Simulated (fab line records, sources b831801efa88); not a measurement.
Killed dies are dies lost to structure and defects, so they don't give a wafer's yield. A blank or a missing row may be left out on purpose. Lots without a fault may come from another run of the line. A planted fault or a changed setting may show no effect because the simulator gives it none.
One fault seen from 2 desks | flow sfq_line | each desk has only its own numbers; what lay behind them comes last

THE METROLOGY DESK
What the gauges read, lot by lot, whatever tool the lot ran on: means of the sampled wafers that have a number. A lot is out of limits, marked OUT, if its mean lies more than 4 standard deviations from the usual mean; the brackets give that distance.
Columns: A = M8_OVL at SFQ_M8_OVL_MEAS_948, usual 0 nm
lot  | first seen here | A
L164 | day 86 08:38    | 4
L165 | day 86 12:16    | 6
L169 | day 87 00:15    | -10
L171 | day 90 16:34    | 5
L175 | day 91 00:58    | -4
L177 | day 91 10:34    | 3
L178 | day 91 17:46    | 5
L180 | day 91 23:45    | -3
L181 | day 92 03:22    | -1
L182 | day 92 06:58    | 5
L183 | day 92 14:09    | 1
L184 | day 92 18:58    | -3
L185 | day 92 22:20    | 9
L187 | day 93 05:32    | -2
This desk's finding: nothing out of limits on any of the 14 lots.

THE TOOL OWNER'S DESK: rie_metal-04
The tool's own readings at SFQ_TRILAYER_L0_VIA_STRIP_STRIP_017 (strips in O2): means of the sampled wafers that have a number, for each lot that ran on this tool. A lot is out of limits, marked OUT, if its mean lies more than 4 standard deviations from the usual mean; the brackets give that distance.
Columns: A = chamber_pressure_mTorr at SFQ_TRILAYER_L0_VIA_STRIP_STRIP_017, usual 50.00 mTorr; B = drypump_motor_current_A at SFQ_TRILAYER_L0_VIA_STRIP_STRIP_017, usual 5.2 A; C = oes_product_au at SFQ_TRILAYER_L0_VIA_STRIP_STRIP_017, usual 1.001 a.u.
lot  | first seen here | A                       | B   | C
L165 | day 5 01:23     | 50.01                   | 5.1 | 1.027
L169 | day 5 20:11     | 40.00 (-99 or more) OUT | 5.2 | 0.999
L171 | day 6 12:05     | 39.99 (-99 or more) OUT | 5.2 | 1.009
L184 | day 10 04:03    | 49.97                   | 5.2 | 1.013
L185 | day 13 20:14    | 49.99                   | 5.3 | 0.988
This desk's finding: out of limits on L169, L171; first on L169, day 5 20:11 (chamber_pressure_mTorr at SFQ_TRILAYER_L0_VIA_STRIP_STRIP_017). In limits: L165, L184, L185.

PUT TOGETHER
The tool owner's desk could have raised an alarm at day 5 20:11, on L169, L171.
The metrology desk saw nothing out of limits.
The metrology desk has L169, L171 on record, within its limits.
Of the lots named, all ran SFQ_TRILAYER_L0_VIA_STRIP_STRIP_017 on rie_metal-04.

WHAT THE SIMULATOR HAD PUT IN
Process parameter drift: rie_metal-04, from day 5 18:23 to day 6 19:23, at SFQ_TRILAYER_L0_VIA_STRIP_STRIP_017. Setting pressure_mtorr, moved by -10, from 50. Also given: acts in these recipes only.
Lots struck among those shown: L169, L171.
Hours from the fault's start to each desk's first reading out of limits: the tool owner's desk, 2.
